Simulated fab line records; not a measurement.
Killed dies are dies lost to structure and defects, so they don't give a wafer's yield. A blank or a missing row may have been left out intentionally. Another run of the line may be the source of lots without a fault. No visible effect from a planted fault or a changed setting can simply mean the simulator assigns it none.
Chamber matching + flow sky130 + pecvd-04 running SKY_CAPM_CVD_00: 3 sister chambers
The step deposits SiO2, target thk 15.5 nm. 6 wafers are shown with their chamber, then 12 later ones without.

## WAFERS WITH THEIR CHAMBER
| wafer  | chamber | heater_power_w (W) |
|--------|---------|--------------------|
| L084.6 | 0       | 569                |
| L088.5 | 0       | 680                |
| L088.6 | 2       | 748                |
| L090.1 | 2       | 694                |
| L090.2 | 1       | 697                |
| L090.4 | 1       | 730                |

## WAFERS WITHOUT THEIR CHAMBER
| wafer  | heater_power_w (W) |
|--------|--------------------|
| L092.2 | 612                |
| L092.5 | 606                |
| L092.6 | 601                |
| L093.1 | 663                |
| L093.4 | 634                |
| L093.5 | 677                |
| L094.1 | 682                |
| L094.3 | 667                |
| L094.6 | 743                |
| L097.2 | 731                |
| L097.3 | 618                |
| L097.6 | 624                |

## WHICH CHAMBER EACH WENT THROUGH
| wafer  | from the rows above          | in truth |
|--------|------------------------------|----------|
| L092.2 | can't be placed: 0 or 1 or 2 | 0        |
| L092.5 | can't be placed: 0 or 1 or 2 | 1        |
| L092.6 | can't be placed: 0 or 1 or 2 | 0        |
| L093.1 | can't be placed: 0 or 1 or 2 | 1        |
| L093.4 | can't be placed: 0 or 1 or 2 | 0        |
| L093.5 | can't be placed: 1 or 2 or 0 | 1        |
| L094.1 | can't be placed: 1 or 2 or 0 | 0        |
| L094.3 | can't be placed: 0 or 1 or 2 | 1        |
| L094.6 | can't be placed: 2 or 1 or 0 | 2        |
| L097.2 | can't be placed: 2 or 1 or 0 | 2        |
| L097.3 | can't be placed: 0 or 1 or 2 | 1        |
| L097.6 | can't be placed: 0 or 1 or 2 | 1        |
Placed correctly: 0 of 12. These rows do not allow placing 12 (true chamber among the candidates in 12). 0 placed wrongly.
How it was worked out, from the rows above alone: a wafer's distance from a chamber is the root of the sum, over the readings, of the square of ((its reading less the chamber's mean) divided by the reading's scatter). The wafer belongs to the nearest chamber; if the next one is less than 2 further off, it can't be placed. The mean given for a chamber averages the wafers shown for that chamber. The scatter is the square root of a quotient: the sum, over the shown wafers, of each reading's squared deviation from its chamber's mean, divided by wafers minus chambers.
